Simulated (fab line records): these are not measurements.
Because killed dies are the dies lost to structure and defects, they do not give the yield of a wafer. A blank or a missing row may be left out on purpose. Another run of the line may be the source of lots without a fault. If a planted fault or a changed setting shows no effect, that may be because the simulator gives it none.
Comparing a struck lot with a sound one | flow sky130 | 17 steps out of a route of 708
Sound: these wafers, L265.4, L265.5, L265.6. Wafers struck: L264.1, L264.5, L264.6. The cause is given at the end.
Each step with rows lists, per side, the tool, then ch with its chambers, then its first start. Under that, the readings that differ: sound wafers | struck wafers | difference of the means | sigmas: that difference in standard deviations of wafers without a fault.
alike: a reading whose means differ by less than 2 such deviations, as well as words and numbers matching on both sides. not compared: withheld readings; readings where some wafer has no value; bounds like >300 that might hide an equal value; numbers whose values overlap and for which the record gives no deviation.
A row with sigmas, a row that says differs or no value, or rows on one side alone: a step with any of these is where the two part. Non-overlapping numbers with no deviation appear without sigmas and do not part them. A reading missing from all wafers of one side parts the sides only when that side holds two or more wafers.

first, 3 steps without rows for these wafers: SKY_SONOS_ONO_WET_ETCH_18 (etches Si3N4 in H3PO4, target depth 15 nm, time 172 s); SKY_GATE_OXIDE_CLEAN_00 (cleans in SC1/SC2, time 150 s); SKY_GATE_OXIDE_OXIDATION_01 (stabilise 600 s, purge 300 s, target thk 10.268 nm).
SKY_GATE_OXIDE_THK_MEAS_02:
  sound on film-metro-03 at day 13 20:08; struck on film-metro-01 at day 13 09:25
  alike: GATE_OXIDE_OXIDATION_00_THK
then, 7 steps without rows for these wafers: SKY_GATE_OXIDE_DEHYDRATE_03 (time 60 s); SKY_GATE_OXIDE_HMDS_04 (prime time 60 s); SKY_GATE_OXIDE_COAT_05 (resist thk 1140 nm); SKY_GATE_OXIDE_SOFTBAKE_06 (time 60 s); SKY_GATE_OXIDE_EXPOSE_07 (exposes mask LVOM, target cd 600 nm); SKY_GATE_OXIDE_PEB_08; SKY_GATE_OXIDE_DEVELOP_09 (develop time 60 s).
SKY_GATE_OXIDE_OVL_MEAS_10:
  sound on overlay-01 at day 14 21:13; struck on overlay-02 at day 14 11:18
  alike: GATE_OXIDE_OVL
SKY_GATE_OXIDE_IMPLANT_11:
  sound on implanter-02 ch 0, day 14 21:18; struck on implanter-04 ch 0, day 14 11:40
then, 1 step without rows for these wafers: SKY_GATE_OXIDE_WET_ETCH_12 (etches SiO2 in dHF, target depth 16.8 nm, time 336 s).
SKY_GATE_OXIDE_STRIP_13: strips in O2/N2.
  sound on plasma-asher-01 ch 0,1, day 14 21:31; struck on plasma-asher-02 ch 0,1, day 14 11:55
  reading                      | sound             | struck            | difference | sigmas
  strip-time-to-endpoint-s (s) | 14.25 14.20 14.25 | 14.11 14.10 14.15 | -0.11      | -2
  alike: drypump-motor-current-A, oes-product-au
  not compared: rf-hours-counter-h
SKY_GATE_OXIDE_TW_MEAS_14:
  sound on film-metro-03 at day 14 21:37; struck on film-metro-03 at day 14 12:14
  reading       | sound             | struck            | difference | sigmas
  GATE_OXIDE_TW | 224.3 225.1 225.2 | 275.5 275.1 274.6 | +50.2      | +21
then, 1 step without rows for these wafers: SKY_GATE_OXIDE_CLEAN_15 (cleans in SC1/SC2, time 150 s).

== WHERE THEY PART ==
Last at SKY_GATE_OXIDE_TW_MEAS_14 as far as this record goes, first at SKY_GATE_OXIDE_STRIP_13.

WHY: whatever the simulator had introduced
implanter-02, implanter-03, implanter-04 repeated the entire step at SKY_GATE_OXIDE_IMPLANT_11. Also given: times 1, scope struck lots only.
